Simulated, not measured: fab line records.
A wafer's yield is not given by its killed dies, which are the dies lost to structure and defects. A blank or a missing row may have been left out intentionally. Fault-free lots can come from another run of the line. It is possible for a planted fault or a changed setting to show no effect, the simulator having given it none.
A single fault, viewed from 2 desks + flow gf180mcu + each desk has only its own numbers; what lay behind them comes last

== AT THE TOOL OWNER'S DESK: rieDiel-02 ==
The tool's own readings at GF_V3_ETCH_16 (etches BARC in N2/H2): means of the sampled wafers that have a number, for each lot that ran on this tool. The brackets show how far a lot's mean lies from the usual mean; more than 4 standard deviations puts the lot out of limits, marked OUT.
Columns: A = drypumpMotorCurrentA at GF_V3_ETCH_16, usual 5.8 A; B = oesProductAu at GF_V3_ETCH_16, usual 0.855 a.u.; C = throttleValvePct at GF_V3_ETCH_16, usual 13.225 %
| lot  | first seen here | A   | B     | C      |
|------|-----------------|-----|-------|--------|
| L579 | day 25 22:39    | 5.1 | 0.857 | 13.228 |
| L584 | day 27 15:14    | 5.4 | 0.852 | 13.209 |
| L587 | day 28 10:43    | 5.4 | 0.849 | 13.210 |
Finding of this desk: none of the 3 lots has anything out of limits.

== THE METROLOGY DESK ==
What the gauges read, lot by lot, whatever tool the lot ran on: means of the sampled wafers that have a number. The brackets show how far a lot's mean lies from the usual mean; more than 4 standard deviations puts the lot out of limits, marked OUT.
Columns: A = V3_BOW at GF_V3_BOW_MEAS_05, usual 118 um; B = cdNm at GF_V3_CD_MEAS_14, usual 260.0 nm; C = V3_OVL at GF_V3_OVL_MEAS_15, usual 0 nm
| lot  | first seen here | A   | B     | C  |
|------|-----------------|-----|-------|----|
| L578 | day 24 16:38    | 113 | 260.0 | -5 |
| L579 | day 25 01:06    | 123 | 259.9 | 10 |
| L584 | day 26 18:29    | 128 | 258.9 | 2  |
| L587 | day 27 14:43    | 109 | 259.4 | -5 |
| L589 | day 28 03:53    | 104 | 259.5 | -5 |
| L591 | day 28 13:56    | 120 | 260.2 | -4 |
Finding of this desk: none of the 6 lots has anything out of limits.

== ALL TOGETHER ==
Nothing out of limits was seen by the tool owner's desk.
The metrology desk saw nothing out of limits.

== WHAT THE SIMULATOR HAD PUT IN ==
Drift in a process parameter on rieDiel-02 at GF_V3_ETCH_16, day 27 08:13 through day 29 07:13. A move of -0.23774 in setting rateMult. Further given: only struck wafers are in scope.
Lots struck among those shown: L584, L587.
